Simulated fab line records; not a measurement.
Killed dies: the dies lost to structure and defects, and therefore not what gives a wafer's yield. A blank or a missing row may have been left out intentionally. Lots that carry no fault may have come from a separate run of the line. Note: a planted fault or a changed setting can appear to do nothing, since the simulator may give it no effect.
fab line records	flow sky130
record: lots: 6	wafers: 18	last_day: 50
route steps=708 shown SONOS_ONO@180 GATE_OXIDE@187 PAD_OPEN@708
lots that met no fault: from a run of the same line without faults
start_h: hours from the record's first day to the start of the lot's first wafer shown	wait_h: hours from the lot's prior step to this one	" as in the row above	L1.1+2: a row that stands for several wafers	- no value, or no start given	* or withheld: withheld	< > ~ a bound
route shown NAME@n: NAME is a module with steps in the file, n the number in the route of the first one	usual: the fault-free wafers' mean and standard deviation	same: alike in all rows	chamber/n: place in a boat	sites: the reading at each site	_std_site: standard deviation across them	_edge_site: mean of outer sites minus mean of inner sites	radius_mm: for every site, how far away it sits from the centre of the wafer	mask NAME#n: copy n	behind: the tool/chamber that last shaped the wafer	hold: what put the lot on hold/how long, in hours/how the hold closed	device: transistor that didn't switch, given as n, p or np	end of line: tests run on the same wafers once the route is complete	step lacking rows: just its recipe	killed: the dies lost at the first sort to structure and to defects; this is not the yield of the wafer	map: per-die view of a wafer (x killed, . not killed, _ where there is no die)
set.NAME: the run value of the setting; set.NAME@STEP: its run value at that earlier step	model.NAME: the simulator's own value behind a step, which no gauge read
a table for each step, a row for each wafer; lots at some steps of the route
services: a tool's chamber out of use, with start hour (start_h, from the record's first day; less than 0 if before it), hours out, and reason
== steps ==
step: SKY_SONOS_ONO_DEVELOP_12
recipe: develop_time_s: 60	dev_temp_c: 23
step: SKY_SONOS_ONO_CD_MEAS_13
recipe: target_cd_nm: 410
usual: cd_nm: 410.6/2
lot.wafer	tool	chamber	start_h	wait_h	cd_nm
L840.1	cd_sem-01	-	313.35	0.1	414.8
L840.3	"	-	"	"	411.3
L840.6	"	-	"	"	413.4
L843.2	cd_sem-01	-	331.58	0.1	408.1
L843.5	"	-	"	"	411.4
L843.6	"	-	"	"	407.7
L856.2	cd_sem-02	-	438.68	0.1	411.7
L856.5	"	-	"	"	409.9
L856.6	"	-	"	"	410.4
L858.1	cd_sem-02	-	453.55	0.1	409.6
L858.3	"	-	"	"	409.7
L858.5	"	-	"	"	412.9
L859.1	cd_sem-01	-	460.85	0.1	408.3
L859.4	"	-	"	"	407.9
L859.6	"	-	"	"	408.2
L860.2	cd_sem-02	-	463.63	0.1	413.8
L860.4	"	-	"	"	409.7
L860.5	"	-	"	"	411.9
step: SKY_SONOS_ONO_OVL_MEAS_14
usual: SONOS_ONO_OVL: 0.2/1.3
lot.wafer	tool	chamber	start_h	wait_h	SONOS_ONO_OVL[nm]
L840.1	overlay-01	-	313.47	0.1	0.4
L840.3	"	-	"	"	0.0
L840.6	"	-	"	"	-0.3
L843.2	overlay-01	-	331.68	0.1	0.4
L843.5	"	-	"	"	-0.4
L843.6	"	-	"	"	0.8
L856.2	overlay-02	-	438.78	0.1	-0.8
L856.5	"	-	"	"	-1.5
L856.6	"	-	"	"	-1.8
L858.1	overlay-02	-	453.67	0.1	-0.5
L858.3	"	-	"	"	-0.8
L858.5	"	-	"	"	-0.5
L859.1	overlay-01	-	460.97	0.1	1.5
L859.4	"	-	"	"	1.9
L859.6	"	-	"	"	-0.5
L860.2	overlay-01	-	463.73	0.1	-0.5
L860.4	"	-	"	"	0.7
L860.5	"	-	"	"	1.3
step: SKY_SONOS_ONO_ETCH_15
recipe: target_depth_nm: 19.52	chemistry: CHF3/O2	source_w: 600	bias_w: 200	pressure_mtorr: 40	chf3_flow_sccm: 50	O2_flow_sccm: 5	time_s: 7.8
usual: chf3_flow_sccm: 50.00/0.16	drypump_motor_current_A: 5.9/0.35	oes_product_au: 0.997/0.01	throttle_valve_pct: 8.826/0.0092
lot.wafer	tool	chamber	start_h	wait_h	chf3_flow_sccm	drypump_motor_current_A	oes_product_au	rf_hours_counter_h	throttle_valve_pct
L840.1	rie_diel-01	0	313.51	0.0	50.02	5.8	0.999	3	8.816
L840.3	"	3	"	"	49.88	5.4	1.002	9	8.833
L840.6	"	2	"	"	49.70	5.3	0.976	-	8.816
L843.2	rie_diel-03	2	331.71	0.0	50.06	6.1	1.006	34	8.839
L843.5	"	2	"	"	50.02	6.1	0.995	-	8.829
L843.6	"	3	"	"	49.63	5.8	1.003	-	8.810
L856.2	rie_diel-04	2	438.81	0.0	50.14	6.1	1.009	42	8.835
L856.5	"	3	"	"	49.74	5.9	0.989	-	8.826
L856.6	"	2	"	"	50.19	6.1	1.002	-	8.822
L858.1	rie_diel-03	3	453.71	0.0	50.16	5.8	0.983	7	8.821
L858.3	"	1	"	"	50.02	5.7	1.002	5	8.824
L858.5	"	2	"	"	50.37	6.1	1.004	-	8.827
L859.1	rie_diel-03	2	461.01	0.0	49.95	6.1	1.012	37	8.840
L859.4	"	3	"	"	49.84	5.8	1.007	7	8.814
L859.6	"	3	"	"	49.75	5.8	1.005	-	8.825
L860.2	rie_diel-04	1	463.76	0.0	49.93	6.4	0.992	55	8.832
L860.4	"	0	"	"	49.81	5.5	0.987	26	8.813
L860.5	"	1	"	"	49.93	6.4	0.993	-	8.832
step: SKY_SONOS_ONO_WET_ETCH_16
recipe: chemistry: dHF	target_depth_nm: 14	dry: n2_spin	target: SiO2	dilution: 100:1	temp_c: 25	time_s: 280
step: SKY_SONOS_ONO_STRIP_17
recipe: chemistry: O2/N2	power_w: 1400	pressure_mtorr: 1500	platen_temp_c: withheld	o2_flow_sccm: 3000	n2_flow_sccm: 300	overash_fraction: 0.5
usual: drypump_motor_current_A: 5.7/0.46	oes_product_au: 0.710/0.0045	strip_time_to_endpoint_s: 14.11/0.045
same: overash_fraction: 0.5
lot.wafer	tool	chamber	start_h	wait_h	drypump_motor_current_A	oes_product_au	rf_hours_counter_h	strip_time_to_endpoint_s
L840.1	plasma_asher-03	0	313.61	0.0	5.3	0.714	19	14.13
L840.3	"	0	"	"	5.3	0.708	-	14.10
L840.6	"	1	"	"	5.4	0.707	-	14.10
L843.2	plasma_asher-01	1	331.82	0.0	5.6	0.716	53	14.11
L843.5	"	1	"	"	5.6	0.705	-	14.20
L843.6	"	0	"	"	6.2	0.713	-	14.13
L856.2	plasma_asher-03	1	438.92	0.0	5.4	0.705	28	14.18
L856.5	"	0	"	"	5.3	0.710	-	14.16
L856.6	"	1	"	"	5.4	0.716	-	14.12
L858.1	plasma_asher-01	0	453.81	0.0	6.2	0.708	66	14.02
L858.3	"	1	"	"	5.6	0.715	-	14.06
L858.5	"	1	"	"	5.6	0.713	-	14.06
L859.1	plasma_asher-01	1	461.13	0.0	5.6	0.716	67	14.09
L859.4	"	1	"	"	5.6	0.711	-	14.08
L859.6	"	1	"	"	5.6	0.712	-	14.12
L860.2	plasma_asher-04	1	463.87	0.0	4.8	0.704	4	14.13
L860.4	"	1	"	"	4.8	0.710	-	14.12
L860.5	"	0	"	"	6.2	0.709	-	14.12
step: SKY_SONOS_ONO_WET_ETCH_18
recipe: chemistry: H3PO4	target_depth_nm: 15	target: Si3N4	temp_c: 160	time_s: 172
step: SKY_GATE_OXIDE_CLEAN_00
recipe: chemistry: SC1/SC2	mix: 1:4:20	temp_c: 70	time_s: 150	dry: n2_spin
step: SKY_GATE_OXIDE_OXIDATION_01
recipe: temp_c: 891.3	ambient: O2	stabilise_s: 600	purge_s: 300	target_thk_a: 102.68	ox_time_s: 1473
step: SKY_GATE_OXIDE_THK_MEAS_02
recipe: reads: SiO2_of_GATE_OXIDE_OXIDATION_01
usual: GATE_OXIDE_OXIDATION_00_THK: 9.25/0.24
lot.wafer	tool	chamber	start_h	wait_h	GATE_OXIDE_OXIDATION_00_THK[nm]
L840.1	film_metro-02	-	316.43	0.0	9.72
L840.3	"	-	"	"	9.70
L840.6	"	-	"	"	9.76
L843.2	film_metro-03	-	333.45	0.0	9.25
L843.5	"	-	"	"	9.21
L843.6	"	-	"	"	9.11
L856.2	film_metro-04	-	443.49	0.0	9.11
L856.5	"	-	"	"	9.05
L856.6	"	-	"	"	9.01
L858.1	film_metro-04	-	456.74	0.0	9.48
L858.3	"	-	"	"	9.50
L858.5	"	-	"	"	9.55
L859.1	film_metro-03	-	463.31	0.0	9.17
L859.4	"	-	"	"	9.07
L859.6	"	-	"	"	9.16
L860.2	film_metro-04	-	465.50	0.0	9.23
L860.4	"	-	"	"	9.08
L860.5	"	-	"	"	9.07
step: SKY_GATE_OXIDE_DEHYDRATE_03
recipe: temp_c: 200	time_s: 60
step: SKY_GATE_OXIDE_HMDS_04
recipe: prime_time_s: 60	prime_temp_c: 120
step: SKY_GATE_OXIDE_COAT_05
recipe: resist: NOVOLAK	spin_rpm: 3000	resist_thk_nm: 1140
usual: chill_plate_temp_C: 23.00/0.094
lot.wafer	tool	chamber	start_h	wait_h	chill_plate_temp_C	model.NOVOLAK_of_GATE_OXIDE_COAT_05.thk_nm
L840.1	litho_track-02	0	329.66	0.1	23.08	1144
L840.3	"	0	"	"	23.00	1144
L840.6	"	0	"	"	23.05	1145
L843.2	litho_track-01	0	346.48	0.1	22.98	1146
L843.5	"	0	"	"	22.87	1142
L843.6	"	0	"	"	23.02	1144
L856.2	litho_track-02	0	458.68	0.1	23.01	487.9
L856.5	"	0	"	"	22.96	487.8
L856.6	"	0	"	"	22.99	485.9
L858.1	litho_track-02	0	471.91	0.1	23.00	488.5
L858.3	"	0	"	"	23.12	487.1
L858.5	"	0	"	"	23.04	486.8
L859.1	litho_track-03	0	478.58	0.1	22.93	1142
L859.4	"	0	"	"	22.94	1141
L859.6	"	0	"	"	22.98	1146
L860.2	litho_track-01	0	480.88	0.1	23.18	1137
L860.4	"	0	"	"	23.12	1139
L860.5	"	0	"	"	23.06	1139
step: SKY_GATE_OXIDE_SOFTBAKE_06
recipe: temp_c: 90	time_s: 60	resist: NOVOLAK
step: SKY_GATE_OXIDE_EXPOSE_07
recipe: mask_id: LVOM	na: 0.6	source_shape: conventional	sigma_outer: 0.6	polarization: unpolarized	target_cd_nm: 600	dose_mj: 170
step: SKY_GATE_OXIDE_PEB_08
recipe: temp_c: withheld	time_s: *	resist: NOVOLAK
step: SKY_GATE_OXIDE_DEVELOP_09
recipe: resist: NOVOLAK	developer: TMAH	develop_time_s: 60	dev_temp_c: 23
usual: chill_plate_temp_C: 23.00/0.12
lot.wafer	tool	chamber	start_h	wait_h	chill_plate_temp_C	model.NOVOLAK_of_GATE_OXIDE_COAT_05.thk_nm
L840.1	litho_track-02	0	342.66	0.1	23.15	1144
L840.3	"	0	"	"	23.19	1144
L840.6	"	0	"	"	23.15	1145
L843.2	litho_track-02	0	359.28	0.1	23.21	1145
L843.5	"	0	"	"	22.83	1141
L843.6	"	0	"	"	23.12	1143
L856.2	litho_track-02	0	474.28	0.1	22.76	487.5
L856.5	"	0	"	"	22.80	487.4
L856.6	"	0	"	"	22.76	485.5
L858.1	litho_track-02	0	486.66	0.1	22.86	488.1
L858.3	"	0	"	"	23.01	486.6
L858.5	"	0	"	"	23.04	486.4
L859.1	litho_track-03	0	494.63	0.1	22.97	1141
L859.4	"	0	"	"	23.01	1141
L859.6	"	0	"	"	23.10	1145
L860.2	litho_track-03	0	496.75	0.1	22.86	1137
L860.4	"	0	"	"	22.93	1138
L860.5	"	0	"	"	22.86	1139
step: SKY_GATE_OXIDE_OVL_MEAS_10
usual: GATE_OXIDE_OVL: -0.4/1.5
lot.wafer	tool	chamber	start_h	wait_h	GATE_OXIDE_OVL[nm]
L840.1	overlay-01	-	342.81	0.1	-2.1
L840.3	"	-	"	"	-2.3
L840.6	"	-	"	"	-1.0
L843.2	overlay-01	-	359.41	0.1	-1.9
L843.5	"	-	"	"	-0.4
L843.6	"	-	"	"	-1.5
L856.2	overlay-02	-	474.41	0.1	-1.4
L856.5	"	-	"	"	-2.5
L856.6	"	-	"	"	-2.2
L858.1	overlay-02	-	486.81	0.1	0.0
L858.3	"	-	"	"	-1.7
L858.5	"	-	"	"	-0.3
L859.1	overlay-02	-	494.78	0.1	-1.2
L859.4	"	-	"	"	-0.9
L859.6	"	-	"	"	-1.0
L860.2	overlay-02	-	496.88	0.1	0.1
L860.4	"	-	"	"	0.2
L860.5	"	-	"	"	2.7
step: SKY_GATE_OXIDE_IMPLANT_11
recipe: species: B	energy_kev: 10	dose_cm2: 2.6e+12	tilt_deg: withheld
step: SKY_GATE_OXIDE_WET_ETCH_12
recipe: chemistry: dHF	target_depth_nm: 16.8	dry: n2_spin	target: SiO2	dilution: 100:1	temp_c: 25	time_s: 336
step: SKY_GATE_OXIDE_STRIP_13
recipe: chemistry: O2/N2	power_w: 1400	pressure_mtorr: 1500	platen_temp_c: withheld	o2_flow_sccm: 3000	n2_flow_sccm: 300	overash_fraction: 0.5
usual: drypump_motor_current_A: 5.6/0.5	oes_product_au: 0.716/0.0045	strip_time_to_endpoint_s: 14.20/0.041
same: overash_fraction: 0.5
lot.wafer	tool	chamber	start_h	wait_h	drypump_motor_current_A	oes_product_au	rf_hours_counter_h	strip_time_to_endpoint_s
L840.1	plasma_asher-04	1	343.09	0.0	4.8	0.718	67	14.22
L840.3	"	1	"	"	4.8	0.716	-	14.22
L840.6	"	1	"	"	4.8	0.721	-	14.26
L843.2	plasma_asher-04	0	359.69	0.0	6.3	0.715	68	14.25
L843.5	"	1	"	"	4.8	0.717	-	14.20
L843.6	"	0	"	"	6.3	0.711	-	14.23
L856.2	plasma_asher-02	1	474.69	0.0	6.1	0.507	76	6.52
L856.5	"	1	"	"	6.1	0.503	-	6.52
L856.6	"	0	"	"	5.8	0.506	-	6.49
L858.1	plasma_asher-02	1	487.10	0.0	6.1	0.503	78	6.52
L858.3	"	1	"	"	6.0	0.506	-	6.49
L858.5	"	1	"	"	6.1	0.502	-	6.50
L859.1	plasma_asher-04	0	495.07	0.0	6.3	0.715	6	14.21
L859.4	"	0	"	"	6.3	0.712	-	14.19
L859.6	"	0	"	"	6.2	0.709	-	14.22
L860.2	plasma_asher-03	1	497.16	0.0	5.4	0.710	34	14.15
L860.4	"	0	"	"	5.3	0.706	-	14.15
L860.5	"	1	"	"	5.4	0.715	-	14.16
step: SKY_GATE_OXIDE_TW_MEAS_14
usual: GATE_OXIDE_TW: 222.8/2.4
lot.wafer	tool	chamber	start_h	wait_h	GATE_OXIDE_TW
L840.1	film_metro-04	-	343.19	0.1	222.1
L840.3	"	-	"	"	222.2
L840.6	"	-	"	"	221.6
L843.2	film_metro-02	-	359.80	0.1	221.0
L843.5	"	-	"	"	221.4
L843.6	"	-	"	"	220.3
L856.2	film_metro-02	-	474.80	0.1	219.4
L856.5	"	-	"	"	220.5
L856.6	"	-	"	"	220.5
L858.1	film_metro-02	-	487.20	0.1	223.0
L858.3	"	-	"	"	221.7
L858.5	"	-	"	"	221.4
L859.1	film_metro-02	-	495.17	0.1	221.1
L859.4	"	-	"	"	221.0
L859.6	"	-	"	"	221.4
L860.2	film_metro-02	-	497.27	0.1	222.4
L860.4	"	-	"	"	222.0
L860.5	"	-	"	"	221.3
step: SKY_PAD_OPEN_PROBE_99
usual: killed_at_M0_to_M3: 43/7.1	killed_at_M4_up: 3.0/1.6	killed_at_contacts: 24/5.3	killed_at_front_end: 16/4.1	killed_at_other: 0.5/0.82	killed_dies: 86/9.4	killed_open: 46/6.9	killed_short: 39/6.5
same: gross_dies: 492	killed_at_back_side: 0
lot.wafer	tool	chamber	start_h	wait_h	killed_at_M0_to_M3	killed_at_M4_up	killed_at_contacts	killed_at_front_end	killed_at_other	killed_dies	killed_open	killed_short
L840.1	prober-01	-	1106.52	0.1	45	3	23	16	0	87	44	43
L840.3	prober-01	-	1106.62	0.2	32	3	20	18	0	73	37	36
L840.6	prober-01	-	1106.77	0.2	41	4	20	16	1	82	41	41
L843.2	prober-02	-	1118.28	0.1	54	2	16	14	0	86	51	34
L843.5	prober-02	-	1118.43	0.2	31	6	20	13	0	70	32	38
L843.6	prober-02	-	1118.48	0.2	39	3	16	14	0	72	45	27
L856.2	prober-01	-	1183.37	0.1	38	3	19	25	0	85	45	40
L856.5	prober-01	-	1183.52	0.2	31	2	24	18	0	75	43	32
L856.6	prober-01	-	1183.57	0.2	30	0	34	12	0	76	41	35
L858.1	prober-02	-	1189.92	0.1	42	1	25	20	1	89	44	45
L858.3	prober-02	-	1190.02	0.2	41	3	29	20	1	94	53	41
L858.5	prober-02	-	1190.12	0.2	40	2	20	22	0	84	36	48
L859.1	prober-02	-	1193.81	0.1	40	1	24	16	0	81	44	35
L859.4	prober-02	-	1193.96	0.2	45	3	29	14	1	92	50	42
L859.6	prober-02	-	1194.06	0.2	36	2	29	9	0	76	49	27
L860.2	prober-01	-	1196.19	0.1	45	3	16	20	0	84	43	40
L860.4	prober-01	-	1196.29	0.2	48	5	22	13	1	89	41	47
L860.5	prober-01	-	1196.34	0.2	44	7	27	10	1	89	55	33
killed by level:class
L840.1 VIA3:geometric_particle:open=9 LI_CONTACT:geometric_particle:open=7 FIELD_ISO:geometric_particle:open=6 LOCAL_INTERCONNECT:geometric_particle:short=6 VIA1:geometric_particle:open=6 METAL2:geometric_particle:short=6 FIELD_ISO:geometric_particle:short=5 VIA1:geometric_particle:short=5
L840.3 CONTACT:geometric_particle:open=8 FIELD_ISO:geometric_particle:open=6 LI_CONTACT:geometric_particle:open=6 FIELD_ISO:geometric_particle:short=5 METAL2:geometric_particle:short=5 VIA1:geometric_particle:open=4 VIA3:geometric_particle:open=4 POLY_GATE:geometric_particle:short=3
L840.6 POLY_GATE:geometric_particle:open=7 CONTACT:geometric_particle:open=7 VIA1:geometric_particle:open=7 VIA2:geometric_particle:open=6 LOCAL_INTERCONNECT:geometric_particle:short=5 VIA3:geometric_particle:short=5 METAL2:geometric_particle:short=4 CONTACT:geometric_particle:short=4
L843.2 VIA1:geometric_particle:open=13 CONTACT:geometric_particle:open=8 VIA3:geometric_particle:open=7 METAL2:geometric_particle:short=6 VIA2:geometric_particle:open=6 FIELD_ISO:geometric_particle:short=5 METAL1:geometric_particle:short=4 VIA2:geometric_particle:short=4
L843.5 METAL1:geometric_particle:short=9 LI_CONTACT:geometric_particle:open=8 CONTACT:geometric_particle:open=7 FIELD_ISO:geometric_particle:short=6 VIA1:geometric_particle:open=6 METAL4:geometric_particle:short=6 METAL2:geometric_particle:short=5 VIA3:geometric_particle:open=4
L843.6 VIA1:geometric_particle:open=10 METAL2:geometric_particle:short=6 VIA3:geometric_particle:open=6 CONTACT:geometric_particle:open=5 VIA2:geometric_particle:open=5 FIELD_ISO:geometric_particle:open=4 LI_CONTACT:geometric_particle:open=4 FIELD_ISO:geometric_particle:short=3
L856.2 VIA1:geometric_particle:open=10 POLY_GATE:geometric_particle:short=9 CONTACT:geometric_particle:open=8 VIA1:geometric_particle:short=7 FIELD_ISO:geometric_particle:short=6 VIA2:geometric_particle:open=6 VIA3:geometric_particle:open=6 POLY_GATE:geometric_particle:open=4
L856.5 VIA1:geometric_particle:open=11 CONTACT:geometric_particle:open=8 METAL1:geometric_particle:short=5 LI_CONTACT:geometric_particle:open=4 LI_CONTACT:geometric_particle:short=4 CONTACT:geometric_particle:short=4 FIELD_ISO:geometric_particle:open=3 FIELD_ISO:geometric_particle:short=3
L856.6 CONTACT:geometric_particle:open=13 LOCAL_INTERCONNECT:geometric_particle:short=8 VIA1:geometric_particle:open=7 POLY_GATE:geometric_particle:short=6 LI_CONTACT:geometric_particle:open=6 VIA3:geometric_particle:open=4 VIA1:geometric_particle:short=4 CONTACT:geometric_particle:short=3
L858.1 VIA1:geometric_particle:open=12 CONTACT:geometric_particle:open=9 POLY_GATE:geometric_particle:short=8 CONTACT:geometric_particle:short=7 VIA2:geometric_particle:open=7 FIELD_ISO:geometric_particle:short=5 LOCAL_INTERCONNECT:geometric_particle:short=4 METAL1:geometric_particle:short=4
L858.3 CONTACT:geometric_particle:open=11 VIA1:geometric_particle:open=9 METAL2:geometric_particle:short=7 FIELD_ISO:geometric_particle:open=6 POLY_GATE:geometric_particle:open=6 CONTACT:geometric_particle:short=6 VIA3:geometric_particle:open=6 LI_CONTACT:geometric_particle:open=5
L858.5 POLY_GATE:geometric_particle:short=10 CONTACT:geometric_particle:open=7 VIA2:geometric_particle:open=6 METAL2:geometric_particle:short=6 VIA1:geometric_particle:open=6 CONTACT:geometric_particle:short=5 VIA2:geometric_particle:short=5 FIELD_ISO:geometric_particle:short=4
L859.1 VIA2:geometric_particle:open=9 VIA1:geometric_particle:open=8 CONTACT:geometric_particle:open=7 VIA1:geometric_particle:short=7 VIA3:geometric_particle:open=7 CONTACT:geometric_particle:short=6 LOCAL_INTERCONNECT:geometric_particle:short=4 FIELD_ISO:geometric_particle:short=4
L859.4 CONTACT:geometric_particle:open=14 VIA1:geometric_particle:open=12 CONTACT:geometric_particle:short=7 METAL2:geometric_particle:short=7 FIELD_ISO:geometric_particle:open=6 METAL1:geometric_particle:short=6 VIA3:geometric_particle:open=5 VIA2:geometric_particle:open=4
L859.6 CONTACT:geometric_particle:open=14 VIA1:geometric_particle:open=7 VIA2:geometric_particle:open=7 VIA3:geometric_particle:open=5 LI_CONTACT:geometric_particle:open=5 POLY_GATE:geometric_particle:short=4 FIELD_ISO:geometric_particle:short=3 METAL1:geometric_particle:open=3
L860.2 FIELD_ISO:geometric_particle:open=9 VIA1:geometric_particle:open=9 CONTACT:geometric_particle:open=7 METAL2:geometric_particle:short=7 FIELD_ISO:geometric_particle:short=6 VIA3:geometric_particle:short=6 VIA3:geometric_particle:open=5 CONTACT:geometric_particle:short=4
L860.4 VIA1:geometric_particle:short=11 LI_CONTACT:geometric_particle:open=9 VIA1:geometric_particle:open=7 METAL2:geometric_particle:short=7 VIA2:geometric_particle:open=7 VIA3:geometric_particle:open=7 CONTACT:geometric_particle:open=5 FIELD_ISO:geometric_particle:open=4
L860.5 VIA1:geometric_particle:open=14 LI_CONTACT:geometric_particle:open=10 CONTACT:geometric_particle:open=10 METAL1:geometric_particle:short=7 METAL4:geometric_particle:short=7 VIA2:geometric_particle:open=6 METAL2:geometric_particle:short=5 FIELD_ISO:geometric_particle:open=3
== services ==
tool	chamber	start_h	hours	kind
rie_diel-04	0	303.88	7.7	repair
plasma_asher-04	-	325.20	2.8	pm
plasma_asher-04	-	336.26	1.9	repair
rie_diel-04	2	339.86	5.7	repair
rie_diel-03	2	345.38	13.6	repair
rie_diel-03	0	361.40	15.1	repair
plasma_asher-04	-	363.80	0.4	repair
rie_diel-04	0	378.32	9.7	repair
plasma_asher-03	-	384.89	34.7	repair
rie_diel-03	-	386.97	0.7	repair
rie_diel-03	3	390.82	1.6	repair
rie_diel-04	2	414.80	8.8	repair
rie_diel-04	1	415.32	3.8	repair
rie_diel-04	-	416.48	2.8	pm
plasma_asher-04	-	421.25	9.0	pm
plasma_asher-04	0	421.25	9.0	vent_cycle
plasma_asher-04	1	421.25	9.0	vent_cycle
plasma_asher-02	-	429.27	1.9	repair
plasma_asher-04	0	430.25	-	clean
plasma_asher-04	1	430.25	-	clean
rie_diel-03	-	435.60	0.4	repair
rie_diel-04	1	438.74	23.4	repair
rie_diel-01	-	457.44	0.4	repair
rie_diel-01	3	480.52	9.2	repair
== key ==
first_sign: step: SKY_GATE_OXIDE_STRIP_13	reading: strip_time_to_endpoint_s	direction: down	sigmas: 99+	usual: *	struck: *
effect: step: SKY_GATE_OXIDE_STRIP_13	reading: oes_product_au	direction: down	sigmas: 47	usual: 0.716	struck: 0.505
model_effect: step: SKY_GATE_OXIDE_COAT_05	value: NOVOLAK_of_GATE_OXIDE_COAT_05.thk_nm	without: 1137	struck: 487.3
model_effect: step: SKY_GATE_OXIDE_DEVELOP_09	value: NOVOLAK_of_GATE_OXIDE_COAT_05.thk_nm	without: 1137	struck: 486.9
met_at SKY_GATE_OXIDE_COAT_05
struck_wafers L856.2,L856.5,L856.6,L858.1,L858.3,L858.5
tester_left_out L856,L858
onset_between 329.66 458.68
also_fits SKY_GATE_OXIDE_DEVELOP_09:litho_track-02,SKY_GATE_OXIDE_STRIP_13:plasma_asher-02
fault: kind: process_parameter_drift	tool: litho_track-02	chamber: -	onset_h: 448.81	steps: SKY_GATE_OXIDE_COAT_05	channel: resist_thk_nm	offset: -651.46	shape: step	end_h: 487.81	acts_in: these_recipes_only	stated: 1140
tester_left_out: of these lots the tester's yield and bins aren't shown, on N5 and GAA mostly nor the transistor test; their killed dies are dies lost to structure and defects alone, not to doping, threshold or leakage, so they don't give the yield
